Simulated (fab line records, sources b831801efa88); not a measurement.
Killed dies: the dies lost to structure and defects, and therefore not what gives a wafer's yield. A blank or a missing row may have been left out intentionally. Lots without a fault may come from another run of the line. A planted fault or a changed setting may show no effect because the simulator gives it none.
fab line records || flow sfqLine || part 2 of 2: steps 24 to 31 of 31
record: {"lots": 5, "wafers": 15, "lastDay": 92}
route steps=325 shown M2@97 I2@103 M3@118
lots untouched by any fault: they come from a run of this same line in which no faults occurred
startH: the number of hours between the record's first day and the start of the first shown wafer of the lot || waitH: hours since the lot's step before || " the same as in the row above || L1.1+2: a single row standing in for several wafers || - either no value or no given start || * or withheld: withheld || < > ~ a bound
route shown NAME@n: names a module that has steps shown in the file, with the first one's number in the route || usual: mean/standard deviation of fault-free wafers || same: alike in all rows || chamber/n: place in a boat || sites: the reading at each site || _std_site: standard deviation across them || _edge_site: inner sites' mean taken away from outer sites' mean || radiusMm: how far each site lies from the wafer's centre || mask NAME#n: copy n || behind: the last tool/chamber to shape the wafer || hold: the reason the lot was held/the length of the hold in hours/how it ended || device: the n, p or np transistor that did not switch || end of line: the route-end tests of the same wafers || a step without rows: its recipe alone || killed: dies lost to structure and defects at the first sort, not the wafer's yield || map: a wafer's dies, marking killed ones x, the rest . and places with no die _
set.NAME: the setting the step ran with; set.NAME@STEP: the setting that earlier step ran with || model.NAME: the simulator's own value behind a step, which no gauge read
lots seen at some steps along the route; tables by step, rows by wafer
services: the hour from which a tool's chamber was out of use, counted from the record's first day as startH (under 0 if before that day), plus the number of hours and why
== steps ==
step: SFQ_M3_RS_MEAS_919
recipe: {"thkMeasGauge": "four-point-probe", "reads": "Nb_of_TRILAYER_M3_DEP_SPUTTER_073"}
usual: {"M3_NB_RS": "0.890/0.0097"}
{"lot.wafer": "L076.1", "tool": "filmMetro-04", "chamber": "-", "startH": 1007.65, "waitH": 0.0, "M3_NB_RS[ohm/sq]": 0.882}
{"lot.wafer": "L076.4", "tool": "filmMetro-04", "chamber": "-", "startH": 1007.65, "waitH": 0.0, "M3_NB_RS[ohm/sq]": 0.898}
{"lot.wafer": "L076.6", "tool": "filmMetro-04", "chamber": "-", "startH": 1007.65, "waitH": 0.0, "M3_NB_RS[ohm/sq]": 0.896}
{"lot.wafer": "L079.3", "tool": "filmMetro-04", "chamber": "-", "startH": 1049.64, "waitH": 0.1, "M3_NB_RS[ohm/sq]": 0.905}
{"lot.wafer": "L079.4", "tool": "filmMetro-04", "chamber": "-", "startH": 1049.64, "waitH": 0.1, "M3_NB_RS[ohm/sq]": 0.891}
{"lot.wafer": "L079.5", "tool": "filmMetro-04", "chamber": "-", "startH": 1049.64, "waitH": 0.1, "M3_NB_RS[ohm/sq]": 0.906}
{"lot.wafer": "L082.2", "tool": "filmMetro-04", "chamber": "-", "startH": 1079.62, "waitH": 0.1, "M3_NB_RS[ohm/sq]": 0.887}
{"lot.wafer": "L082.5", "tool": "filmMetro-04", "chamber": "-", "startH": 1079.62, "waitH": 0.1, "M3_NB_RS[ohm/sq]": 0.889}
{"lot.wafer": "L082.6", "tool": "filmMetro-04", "chamber": "-", "startH": 1079.62, "waitH": 0.1, "M3_NB_RS[ohm/sq]": 0.891}
{"lot.wafer": "L087.1", "tool": "filmMetro-04", "chamber": "-", "startH": 1089.28, "waitH": 0.0, "M3_NB_RS[ohm/sq]": 0.895}
{"lot.wafer": "L087.2", "tool": "filmMetro-04", "chamber": "-", "startH": 1089.28, "waitH": 0.0, "M3_NB_RS[ohm/sq]": 0.905}
{"lot.wafer": "L087.5", "tool": "filmMetro-04", "chamber": "-", "startH": 1089.28, "waitH": 0.0, "M3_NB_RS[ohm/sq]": 0.894}
{"lot.wafer": "L097.1", "tool": "filmMetro-04", "chamber": "-", "startH": 1113.50, "waitH": 0.0, "M3_NB_RS[ohm/sq]": 0.901}
{"lot.wafer": "L097.3", "tool": "filmMetro-04", "chamber": "-", "startH": 1113.50, "waitH": 0.0, "M3_NB_RS[ohm/sq]": 0.890}
{"lot.wafer": "L097.4", "tool": "filmMetro-04", "chamber": "-", "startH": 1113.50, "waitH": 0.0, "M3_NB_RS[ohm/sq]": 0.887}
step: SFQ_TRILAYER_M3_LITHO_COAT_080
recipe: {"resist": "BARC", "spinRpm": 3000, "resistThkNm": 62}
usual: {"exhaustPa": "44.9/0.93", "resistLineTempC": "22.98/0.096"}
{"lot.wafer": "L076.1", "tool": "lithoTrack-02", "chamber": 0, "startH": 1007.83, "waitH": 0.1, "exhaustPa": 45.1, "resistLineTempC": 23.07}
{"lot.wafer": "L076.4", "tool": "lithoTrack-02", "chamber": 0, "startH": 1007.83, "waitH": 0.1, "exhaustPa": 44.6, "resistLineTempC": 22.92}
{"lot.wafer": "L076.6", "tool": "lithoTrack-02", "chamber": 0, "startH": 1007.83, "waitH": 0.1, "exhaustPa": 44.9, "resistLineTempC": 23.01}
{"lot.wafer": "L079.3", "tool": "lithoTrack-03", "chamber": 0, "startH": 1049.88, "waitH": 0.1, "exhaustPa": 43.1, "resistLineTempC": 23.00}
{"lot.wafer": "L079.4", "tool": "lithoTrack-03", "chamber": 0, "startH": 1049.88, "waitH": 0.1, "exhaustPa": 44.6, "resistLineTempC": 22.94}
{"lot.wafer": "L079.5", "tool": "lithoTrack-03", "chamber": 0, "startH": 1049.88, "waitH": 0.1, "exhaustPa": 44.9, "resistLineTempC": 23.08}
{"lot.wafer": "L082.2", "tool": "lithoTrack-03", "chamber": 0, "startH": 1079.83, "waitH": 0.1, "exhaustPa": 43.7, "resistLineTempC": 23.01}
{"lot.wafer": "L082.5", "tool": "lithoTrack-03", "chamber": 0, "startH": 1079.83, "waitH": 0.1, "exhaustPa": 45.2, "resistLineTempC": 22.89}
{"lot.wafer": "L082.6", "tool": "lithoTrack-03", "chamber": 0, "startH": 1079.83, "waitH": 0.1, "exhaustPa": 43.7, "resistLineTempC": 22.98}
{"lot.wafer": "L087.1", "tool": "lithoTrack-03", "chamber": 0, "startH": 1089.46, "waitH": 0.1, "exhaustPa": 44.5, "resistLineTempC": 22.95}
{"lot.wafer": "L087.2", "tool": "lithoTrack-03", "chamber": 0, "startH": 1089.46, "waitH": 0.1, "exhaustPa": 44.4, "resistLineTempC": 23.02}
{"lot.wafer": "L087.5", "tool": "lithoTrack-03", "chamber": 0, "startH": 1089.46, "waitH": 0.1, "exhaustPa": 44.6, "resistLineTempC": 22.81}
{"lot.wafer": "L097.1", "tool": "lithoTrack-03", "chamber": 0, "startH": 1113.68, "waitH": 0.1, "exhaustPa": 45.0, "resistLineTempC": 23.00}
{"lot.wafer": "L097.3", "tool": "lithoTrack-03", "chamber": 0, "startH": 1113.68, "waitH": 0.1, "exhaustPa": 45.8, "resistLineTempC": 22.93}
{"lot.wafer": "L097.4", "tool": "lithoTrack-03", "chamber": 0, "startH": 1113.68, "waitH": 0.1, "exhaustPa": 46.0, "resistLineTempC": 23.02}
step: SFQ_TRILAYER_M3_LITHO_COAT_075
recipe: {"resist": "KrF", "spinRpm": 3000, "resistThkNm": 600}
usual: {"exhaustPa": "45.0/0.84", "resistLineTempC": "22.99/0.11"}
{"lot.wafer": "L076.1", "tool": "lithoTrack-02", "chamber": 0, "startH": 1008.13, "waitH": 0.2, "exhaustPa": 44.2, "resistLineTempC": 22.99}
{"lot.wafer": "L076.4", "tool": "lithoTrack-02", "chamber": 0, "startH": 1008.13, "waitH": 0.2, "exhaustPa": 44.6, "resistLineTempC": 22.99}
{"lot.wafer": "L076.6", "tool": "lithoTrack-02", "chamber": 0, "startH": 1008.13, "waitH": 0.2, "exhaustPa": 44.5, "resistLineTempC": 23.01}
{"lot.wafer": "L079.3", "tool": "lithoTrack-03", "chamber": 0, "startH": 1050.18, "waitH": 0.2, "exhaustPa": 46.2, "resistLineTempC": 22.99}
{"lot.wafer": "L079.4", "tool": "lithoTrack-03", "chamber": 0, "startH": 1050.18, "waitH": 0.2, "exhaustPa": 46.0, "resistLineTempC": 23.02}
{"lot.wafer": "L079.5", "tool": "lithoTrack-03", "chamber": 0, "startH": 1050.18, "waitH": 0.2, "exhaustPa": 45.7, "resistLineTempC": 23.00}
{"lot.wafer": "L082.2", "tool": "lithoTrack-03", "chamber": 0, "startH": 1080.13, "waitH": 0.2, "exhaustPa": 44.5, "resistLineTempC": 22.96}
{"lot.wafer": "L082.5", "tool": "lithoTrack-03", "chamber": 0, "startH": 1080.13, "waitH": 0.2, "exhaustPa": 44.4, "resistLineTempC": 22.94}
{"lot.wafer": "L082.6", "tool": "lithoTrack-03", "chamber": 0, "startH": 1080.13, "waitH": 0.2, "exhaustPa": 43.7, "resistLineTempC": 22.86}
{"lot.wafer": "L087.1", "tool": "lithoTrack-03", "chamber": 0, "startH": 1089.76, "waitH": 0.2, "exhaustPa": 44.5, "resistLineTempC": 23.01}
{"lot.wafer": "L087.2", "tool": "lithoTrack-03", "chamber": 0, "startH": 1089.76, "waitH": 0.2, "exhaustPa": 44.8, "resistLineTempC": 23.13}
{"lot.wafer": "L087.5", "tool": "lithoTrack-03", "chamber": 0, "startH": 1089.76, "waitH": 0.2, "exhaustPa": 44.8, "resistLineTempC": 22.89}
{"lot.wafer": "L097.1", "tool": "lithoTrack-03", "chamber": 0, "startH": 1113.98, "waitH": 0.2, "exhaustPa": 44.0, "resistLineTempC": 22.89}
{"lot.wafer": "L097.3", "tool": "lithoTrack-03", "chamber": 0, "startH": 1113.98, "waitH": 0.2, "exhaustPa": 45.0, "resistLineTempC": 22.82}
{"lot.wafer": "L097.4", "tool": "lithoTrack-03", "chamber": 0, "startH": 1113.98, "waitH": 0.2, "exhaustPa": 42.7, "resistLineTempC": 22.80}
step: SFQ_TRILAYER_M3_LITHO_SOFTBAKE_079
recipe: {"tempC": "withheld", "timeS": "withheld", "resist": "KrF"}
usual: {"exhaustPa": "45.1/0.94", "resistLineTempC": "*"}
{"lot.wafer": "L076.1", "tool": "lithoTrack-02", "chamber": 0, "startH": 1008.43, "waitH": 0.2, "exhaustPa": 45.3, "resistLineTempC": "*"}
{"lot.wafer": "L076.4", "tool": "lithoTrack-02", "chamber": 0, "startH": 1008.43, "waitH": 0.2, "exhaustPa": 45.1, "resistLineTempC": "*"}
{"lot.wafer": "L076.6", "tool": "lithoTrack-02", "chamber": 0, "startH": 1008.43, "waitH": 0.2, "exhaustPa": 45.6, "resistLineTempC": "*"}
{"lot.wafer": "L079.3", "tool": "lithoTrack-03", "chamber": 0, "startH": 1050.43, "waitH": 0.2, "exhaustPa": 45.0, "resistLineTempC": "*"}
{"lot.wafer": "L079.4", "tool": "lithoTrack-03", "chamber": 0, "startH": 1050.43, "waitH": 0.2, "exhaustPa": 46.0, "resistLineTempC": "*"}
{"lot.wafer": "L079.5", "tool": "lithoTrack-03", "chamber": 0, "startH": 1050.43, "waitH": 0.2, "exhaustPa": 45.0, "resistLineTempC": "*"}
{"lot.wafer": "L082.2", "tool": "lithoTrack-03", "chamber": 0, "startH": 1080.40, "waitH": 0.2, "exhaustPa": 43.8, "resistLineTempC": "*"}
{"lot.wafer": "L082.5", "tool": "lithoTrack-03", "chamber": 0, "startH": 1080.40, "waitH": 0.2, "exhaustPa": 45.3, "resistLineTempC": "*"}
{"lot.wafer": "L082.6", "tool": "lithoTrack-03", "chamber": 0, "startH": 1080.40, "waitH": 0.2, "exhaustPa": 43.5, "resistLineTempC": "*"}
{"lot.wafer": "L087.1", "tool": "lithoTrack-03", "chamber": 0, "startH": 1090.06, "waitH": 0.2, "exhaustPa": 45.9, "resistLineTempC": "*"}
{"lot.wafer": "L087.2", "tool": "lithoTrack-03", "chamber": 0, "startH": 1090.06, "waitH": 0.2, "exhaustPa": 44.7, "resistLineTempC": "*"}
{"lot.wafer": "L087.5", "tool": "lithoTrack-03", "chamber": 0, "startH": 1090.06, "waitH": 0.2, "exhaustPa": 45.9, "resistLineTempC": "*"}
{"lot.wafer": "L097.1", "tool": "lithoTrack-03", "chamber": 0, "startH": 1114.28, "waitH": 0.2, "exhaustPa": 44.4, "resistLineTempC": "*"}
{"lot.wafer": "L097.3", "tool": "lithoTrack-03", "chamber": 0, "startH": 1114.28, "waitH": 0.2, "exhaustPa": 44.8, "resistLineTempC": "*"}
{"lot.wafer": "L097.4", "tool": "lithoTrack-03", "chamber": 0, "startH": 1114.28, "waitH": 0.2, "exhaustPa": 44.9, "resistLineTempC": "*"}
step: SFQ_TRILAYER_M3_LITHO_EXPOSE_076
recipe: {"maskId": "M3", "na": 0.6, "sourceShape": "conventional", "sigmaOuter": 0.65, "targetCdNm": 500, "doseMj": 14.4}
usual: {"exposureDoseMJCm2": "14.400/0.014", "reticleTempC": "22.99/0.11"}
{"lot.wafer": "L076.1", "tool": "krfScanner-02", "chamber": 0, "startH": 1029.64, "waitH": "-", "mask": "M3#0", "exposureDoseMJCm2": 14.398, "reticleTempC": 23.04}
{"lot.wafer": "L076.4", "tool": "krfScanner-02", "chamber": 0, "startH": 1029.64, "waitH": "-", "mask": "M3#0", "exposureDoseMJCm2": 14.392, "reticleTempC": 23.00}
{"lot.wafer": "L076.6", "tool": "krfScanner-02", "chamber": 0, "startH": 1029.64, "waitH": "-", "mask": "M3#0", "exposureDoseMJCm2": 14.397, "reticleTempC": 23.08}
{"lot.wafer": "L079.3", "tool": "krfScanner-02", "chamber": 0, "startH": 1052.46, "waitH": "-", "mask": "M3#0", "exposureDoseMJCm2": 14.378, "reticleTempC": 22.91}
{"lot.wafer": "L079.4", "tool": "krfScanner-02", "chamber": 0, "startH": 1052.46, "waitH": "-", "mask": "M3#0", "exposureDoseMJCm2": 14.405, "reticleTempC": 22.92}
{"lot.wafer": "L079.5", "tool": "krfScanner-02", "chamber": 0, "startH": 1052.46, "waitH": "-", "mask": "M3#0", "exposureDoseMJCm2": 14.412, "reticleTempC": 23.00}
{"lot.wafer": "L082.2", "tool": "krfScanner-01", "chamber": 0, "startH": 1203.89, "waitH": "-", "mask": "M3#0", "exposureDoseMJCm2": 14.391, "reticleTempC": 22.92}
{"lot.wafer": "L082.5", "tool": "krfScanner-01", "chamber": 0, "startH": 1203.89, "waitH": "-", "mask": "M3#0", "exposureDoseMJCm2": 14.401, "reticleTempC": 23.10}
{"lot.wafer": "L082.6", "tool": "krfScanner-01", "chamber": 0, "startH": 1203.89, "waitH": "-", "mask": "M3#0", "exposureDoseMJCm2": 14.394, "reticleTempC": 23.04}
{"lot.wafer": "L087.1", "tool": "krfScanner-01", "chamber": 0, "startH": 1216.89, "waitH": "-", "mask": "M3#0", "exposureDoseMJCm2": 14.408, "reticleTempC": 22.85}
{"lot.wafer": "L087.2", "tool": "krfScanner-01", "chamber": 0, "startH": 1216.89, "waitH": "-", "mask": "M3#0", "exposureDoseMJCm2": 14.424, "reticleTempC": 22.70}
{"lot.wafer": "L087.5", "tool": "krfScanner-01", "chamber": 0, "startH": 1216.89, "waitH": "-", "mask": "M3#0", "exposureDoseMJCm2": 14.426, "reticleTempC": 22.83}
{"lot.wafer": "L097.1", "tool": "krfScanner-01", "chamber": 0, "startH": 1242.09, "waitH": "-", "mask": "M3#0", "exposureDoseMJCm2": 14.392, "reticleTempC": 23.07}
{"lot.wafer": "L097.3", "tool": "krfScanner-01", "chamber": 0, "startH": 1242.09, "waitH": "-", "mask": "M3#0", "exposureDoseMJCm2": 14.390, "reticleTempC": 23.11}
{"lot.wafer": "L097.4", "tool": "krfScanner-01", "chamber": 0, "startH": 1242.09, "waitH": "-", "mask": "M3#0", "exposureDoseMJCm2": 14.416, "reticleTempC": 22.92}
step: SFQ_TRILAYER_M3_LITHO_PEB_078
recipe: {"pebTempC": 115, "pebTimeS": 60, "resist": "KrF"}
usual: {"exhaustPa": "45.0/0.86", "resistLineTempC": "23.01/0.12"}
{"lot.wafer": "L076.1", "tool": "lithoTrack-04", "chamber": 0, "startH": 1030.84, "waitH": 1.0, "exhaustPa": 44.3, "resistLineTempC": 22.98}
{"lot.wafer": "L076.4", "tool": "lithoTrack-04", "chamber": 0, "startH": 1030.84, "waitH": 1.0, "exhaustPa": 45.4, "resistLineTempC": 22.95}
{"lot.wafer": "L076.6", "tool": "lithoTrack-04", "chamber": 0, "startH": 1030.84, "waitH": 1.0, "exhaustPa": 44.8, "resistLineTempC": 22.84}
{"lot.wafer": "L079.3", "tool": "lithoTrack-03", "chamber": 0, "startH": 1053.31, "waitH": 0.7, "exhaustPa": 46.9, "resistLineTempC": 22.90}
{"lot.wafer": "L079.4", "tool": "lithoTrack-03", "chamber": 0, "startH": 1053.31, "waitH": 0.7, "exhaustPa": 45.9, "resistLineTempC": 22.99}
{"lot.wafer": "L079.5", "tool": "lithoTrack-03", "chamber": 0, "startH": 1053.31, "waitH": 0.7, "exhaustPa": 45.3, "resistLineTempC": 22.92}
{"lot.wafer": "L082.2", "tool": "lithoTrack-03", "chamber": 0, "startH": 1204.92, "waitH": 0.8, "exhaustPa": 44.8, "resistLineTempC": 23.17}
{"lot.wafer": "L082.5", "tool": "lithoTrack-03", "chamber": 0, "startH": 1204.92, "waitH": 0.8, "exhaustPa": 44.8, "resistLineTempC": 22.90}
{"lot.wafer": "L082.6", "tool": "lithoTrack-03", "chamber": 0, "startH": 1204.92, "waitH": 0.8, "exhaustPa": 44.4, "resistLineTempC": 23.17}
{"lot.wafer": "L087.1", "tool": "lithoTrack-04", "chamber": 0, "startH": 1218.09, "waitH": 1.0, "exhaustPa": 44.5, "resistLineTempC": 23.08}
{"lot.wafer": "L087.2", "tool": "lithoTrack-04", "chamber": 0, "startH": 1218.09, "waitH": 1.0, "exhaustPa": 43.5, "resistLineTempC": 23.09}
{"lot.wafer": "L087.5", "tool": "lithoTrack-04", "chamber": 0, "startH": 1218.09, "waitH": 1.0, "exhaustPa": 44.3, "resistLineTempC": 23.03}
{"lot.wafer": "L097.1", "tool": "lithoTrack-03", "chamber": 0, "startH": 1243.29, "waitH": 1.0, "exhaustPa": 43.2, "resistLineTempC": 23.00}
{"lot.wafer": "L097.3", "tool": "lithoTrack-03", "chamber": 0, "startH": 1243.29, "waitH": 1.0, "exhaustPa": 44.6, "resistLineTempC": 22.96}
{"lot.wafer": "L097.4", "tool": "lithoTrack-03", "chamber": 0, "startH": 1243.29, "waitH": 1.0, "exhaustPa": 45.0, "resistLineTempC": 22.73}
step: SFQ_TRILAYER_M3_LITHO_DEVELOP_077
recipe: {"timeS": 60, "resist": "KrF"}
usual: {"exhaustPa": "45.0/0.88", "resistLineTempC": "23.00/0.096"}
{"lot.wafer": "L076.1", "tool": "lithoTrack-04", "chamber": 0, "startH": 1030.99, "waitH": 0.1, "exhaustPa": 45.9, "resistLineTempC": 23.22}
{"lot.wafer": "L076.4", "tool": "lithoTrack-04", "chamber": 0, "startH": 1030.99, "waitH": 0.1, "exhaustPa": 44.7, "resistLineTempC": 23.12}
{"lot.wafer": "L076.6", "tool": "lithoTrack-04", "chamber": 0, "startH": 1030.99, "waitH": 0.1, "exhaustPa": 44.6, "resistLineTempC": 23.14}
{"lot.wafer": "L079.3", "tool": "lithoTrack-03", "chamber": 0, "startH": 1053.46, "waitH": 0.1, "exhaustPa": 44.4, "resistLineTempC": 23.13}
{"lot.wafer": "L079.4", "tool": "lithoTrack-03", "chamber": 0, "startH": 1053.46, "waitH": 0.1, "exhaustPa": 45.5, "resistLineTempC": 22.94}
{"lot.wafer": "L079.5", "tool": "lithoTrack-03", "chamber": 0, "startH": 1053.46, "waitH": 0.1, "exhaustPa": 44.9, "resistLineTempC": 22.99}
{"lot.wafer": "L082.2", "tool": "lithoTrack-03", "chamber": 0, "startH": 1205.07, "waitH": 0.1, "exhaustPa": 45.2, "resistLineTempC": 22.89}
{"lot.wafer": "L082.5", "tool": "lithoTrack-03", "chamber": 0, "startH": 1205.07, "waitH": 0.1, "exhaustPa": 45.6, "resistLineTempC": 22.88}
{"lot.wafer": "L082.6", "tool": "lithoTrack-03", "chamber": 0, "startH": 1205.07, "waitH": 0.1, "exhaustPa": 45.5, "resistLineTempC": 22.90}
{"lot.wafer": "L087.1", "tool": "lithoTrack-04", "chamber": 0, "startH": 1218.24, "waitH": 0.1, "exhaustPa": 43.7, "resistLineTempC": 22.97}
{"lot.wafer": "L087.2", "tool": "lithoTrack-04", "chamber": 0, "startH": 1218.24, "waitH": 0.1, "exhaustPa": 44.5, "resistLineTempC": 23.07}
{"lot.wafer": "L087.5", "tool": "lithoTrack-04", "chamber": 0, "startH": 1218.24, "waitH": 0.1, "exhaustPa": 45.6, "resistLineTempC": 23.03}
{"lot.wafer": "L097.1", "tool": "lithoTrack-03", "chamber": 0, "startH": 1243.44, "waitH": 0.1, "exhaustPa": 44.4, "resistLineTempC": 22.87}
{"lot.wafer": "L097.3", "tool": "lithoTrack-03", "chamber": 0, "startH": 1243.44, "waitH": 0.1, "exhaustPa": 45.1, "resistLineTempC": 22.92}
{"lot.wafer": "L097.4", "tool": "lithoTrack-03", "chamber": 0, "startH": 1243.44, "waitH": 0.1, "exhaustPa": 45.1, "resistLineTempC": 22.97}
step: SFQ_M3_OVL_MEAS_921
usual: {"M3_OVL": "-1/6"}
{"lot.wafer": "L076.1", "tool": "overlay-01", "chamber": "-", "startH": 1031.14, "waitH": 0.1, "M3_OVL[nm]": -6}
{"lot.wafer": "L076.4", "tool": "overlay-01", "chamber": "-", "startH": 1031.14, "waitH": 0.1, "M3_OVL[nm]": -9}
{"lot.wafer": "L076.6", "tool": "overlay-01", "chamber": "-", "startH": 1031.14, "waitH": 0.1, "M3_OVL[nm]": -3}
{"lot.wafer": "L079.3", "tool": "overlay-01", "chamber": "-", "startH": 1053.57, "waitH": 0.1, "M3_OVL[nm]": 0}
{"lot.wafer": "L079.4", "tool": "overlay-01", "chamber": "-", "startH": 1053.57, "waitH": 0.1, "M3_OVL[nm]": -5}
{"lot.wafer": "L079.5", "tool": "overlay-01", "chamber": "-", "startH": 1053.57, "waitH": 0.1, "M3_OVL[nm]": 4}
{"lot.wafer": "L082.2", "tool": "overlay-01", "chamber": "-", "startH": 1205.20, "waitH": 0.1, "M3_OVL[nm]": 0}
{"lot.wafer": "L082.5", "tool": "overlay-01", "chamber": "-", "startH": 1205.20, "waitH": 0.1, "M3_OVL[nm]": 5}
{"lot.wafer": "L082.6", "tool": "overlay-01", "chamber": "-", "startH": 1205.20, "waitH": 0.1, "M3_OVL[nm]": -1}
{"lot.wafer": "L087.1", "tool": "overlay-01", "chamber": "-", "startH": 1218.39, "waitH": 0.1, "M3_OVL[nm]": -5}
{"lot.wafer": "L087.2", "tool": "overlay-01", "chamber": "-", "startH": 1218.39, "waitH": 0.1, "M3_OVL[nm]": -4}
{"lot.wafer": "L087.5", "tool": "overlay-01", "chamber": "-", "startH": 1218.39, "waitH": 0.1, "M3_OVL[nm]": -9}
{"lot.wafer": "L097.1", "tool": "overlay-02", "chamber": "-", "startH": 1243.59, "waitH": 0.1, "M3_OVL[nm]": -6}
{"lot.wafer": "L097.3", "tool": "overlay-02", "chamber": "-", "startH": 1243.59, "waitH": 0.1, "M3_OVL[nm]": -8}
{"lot.wafer": "L097.4", "tool": "overlay-02", "chamber": "-", "startH": 1243.59, "waitH": 0.1, "M3_OVL[nm]": -7}
== services ==
{"tool": "krfScanner-01", "chamber": "-", "startH": 834.33, "hours": 4.4, "kind": "pm"}
{"tool": "krfScanner-02", "chamber": "-", "startH": 839.69, "hours": 4.4, "kind": "pm"}
{"tool": "rieMetal-02", "chamber": "-", "startH": 856.69, "hours": 1.8, "kind": "repair"}
{"tool": "krfScanner-02", "chamber": "-", "startH": 857.15, "hours": 0.8, "kind": "pm"}
{"tool": "rieMetal-02", "chamber": 0, "startH": 857.51, "hours": 29.8, "kind": "repair"}
{"tool": "rieMetal-01", "chamber": "-", "startH": 879.97, "hours": 14.6, "kind": "pm"}
{"tool": "krfScanner-01", "chamber": "-", "startH": 902.31, "hours": 1.3, "kind": "pm"}
{"tool": "rieMetal-02", "chamber": 0, "startH": 904.56, "hours": 2.7, "kind": "repair"}
{"tool": "krfScanner-01", "chamber": "-", "startH": 911.85, "hours": 1.0, "kind": "pm"}
{"tool": "krfScanner-02", "chamber": "-", "startH": 920.43, "hours": 1.3, "kind": "pm"}
{"tool": "krfScanner-02", "chamber": "-", "startH": 925.55, "hours": 4.0, "kind": "pm"}
{"tool": "krfScanner-02", "chamber": "-", "startH": 932.09, "hours": 40.6, "kind": "repair"}
{"tool": "rieMetal-02", "chamber": "-", "startH": 965.48, "hours": 1.0, "kind": "repair"}
{"tool": "krfScanner-02", "chamber": "-", "startH": 972.69, "hours": 1.0, "kind": "pm"}
{"tool": "krfScanner-01", "chamber": "-", "startH": 973.73, "hours": 0.8, "kind": "pm"}
{"tool": "rieMetal-02", "chamber": 0, "startH": 999.36, "hours": 29.3, "kind": "repair"}
{"tool": "krfScanner-02", "chamber": "-", "startH": 1025.29, "hours": 0.8, "kind": "pm"}
{"tool": "rieMetal-01", "chamber": "-", "startH": 1062.38, "hours": 2.8, "kind": "pm"}
{"tool": "krfScanner-02", "chamber": "-", "startH": 1067.54, "hours": 3.6, "kind": "pm"}
{"tool": "krfScanner-01", "chamber": "-", "startH": 1078.21, "hours": 1.3, "kind": "pm"}
{"tool": "krfScanner-01", "chamber": "-", "startH": 1080.85, "hours": 1.0, "kind": "pm"}
{"tool": "rieMetal-02", "chamber": "-", "startH": 1133.57, "hours": 0.9, "kind": "repair"}
{"tool": "rieMetal-02", "chamber": 1, "startH": 1150.30, "hours": 20.5, "kind": "repair"}
{"tool": "rieMetal-01", "chamber": "-", "startH": 1178.15, "hours": 0.6, "kind": "repair"}
